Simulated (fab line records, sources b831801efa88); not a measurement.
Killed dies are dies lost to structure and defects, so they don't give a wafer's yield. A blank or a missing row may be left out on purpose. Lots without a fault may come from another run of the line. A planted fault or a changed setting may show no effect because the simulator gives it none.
Problem report in the 8D (eight disciplines) form, filled by code | flow gf180mcu | the parts of the form that need people (team, actions taken, sign-off) are left out

1. THE PROBLEM
oes_product_au at GF_SAB_ETCH_11 reads a mean of 0.839 a.u. on 2 wafers of 2 lots; wafers without a fault read 1.000 a.u. with a standard deviation of 0.0077. That is -21 standard deviations from the usual mean.
The step: etches SiO2 in C4F8/O2/Ar, target depth 55 nm, time 8.5 s.
First seen on wafer L988.3, day 19 23:00, on rie_diel-02. The record holds 17 wafers of 6 lots with a number at this step. Rule for "out", or "out of limits": more than 4 standard deviations from the usual mean. The other wafers with a number count as sound.

2. WHAT IT IS AND WHAT IT IS NOT
question                    | is                | is not
which readings at this step | oes_product_au    | -
which lots                  | L988, L990        | L978, L981, L983, L986
which wafers of those lots  | L988.3, L990.3    | L988.1, L988.5, L990.5
read on which tools         | rie_diel-02       | rie_diel-03, rie_diel-04
when                        | from day 19 23:00 | up to then (14 sound wafers); but 1 sound wafer of L990 came after

3. SUSPECTS, AND WHAT RULES EACH OUT
Counting: a tool at a process step up to the reading stays a suspect if it ran every lot that is out. Sound lots after the first of them don't rule it out here, since some wafers of a struck lot are sound.
- rie_diel-02 at GF_SAB_ETCH_11 (etches SiO2 in C4F8/O2/Ar, target depth 55 nm, time 8.5 s): kept. It ran every lot that is out, first L988 (day 19 23:00); its last sound lot up to then is L986 (day 19 12:32). Its own readings are out on those wafers: oes_product_au.
Left after counting: rie_diel-02 at GF_SAB_ETCH_11.

4. THE CAUSE (what the simulator had put in)
Process parameter drift: rie_diel-02, from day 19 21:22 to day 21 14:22, at GF_SAB_ETCH_11. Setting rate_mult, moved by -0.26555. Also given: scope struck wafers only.
Counting left only this tool.

5. THE CHAIN OF EFFECTS, in route order
Each row: a reading whose mean over the struck wafers that have a number lies more than 3 standard deviations from the usual. Only readings for which the record gives a usual standard deviation are gone through. hours: the time from each lot's start at the first step in this table that gives one to its start at this step, as a median over the lots. sigmas: the change in usual standard deviations.
hours | step           | reading        | usual      | on struck wafers | change | sigmas
0     | GF_SAB_ETCH_11 | oes_product_au | 1.000 a.u. | 0.839            | -0.161 | -21
The process steps in it:
- GF_SAB_ETCH_11: etches SiO2 in C4F8/O2/Ar, target depth 55 nm, time 8.5 s.

6. WHAT WOULD HAVE CAUGHT IT SOONER
In this record the first reading out of limits was taken at day 19 23:00, 2 hours after the fault began at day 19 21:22.
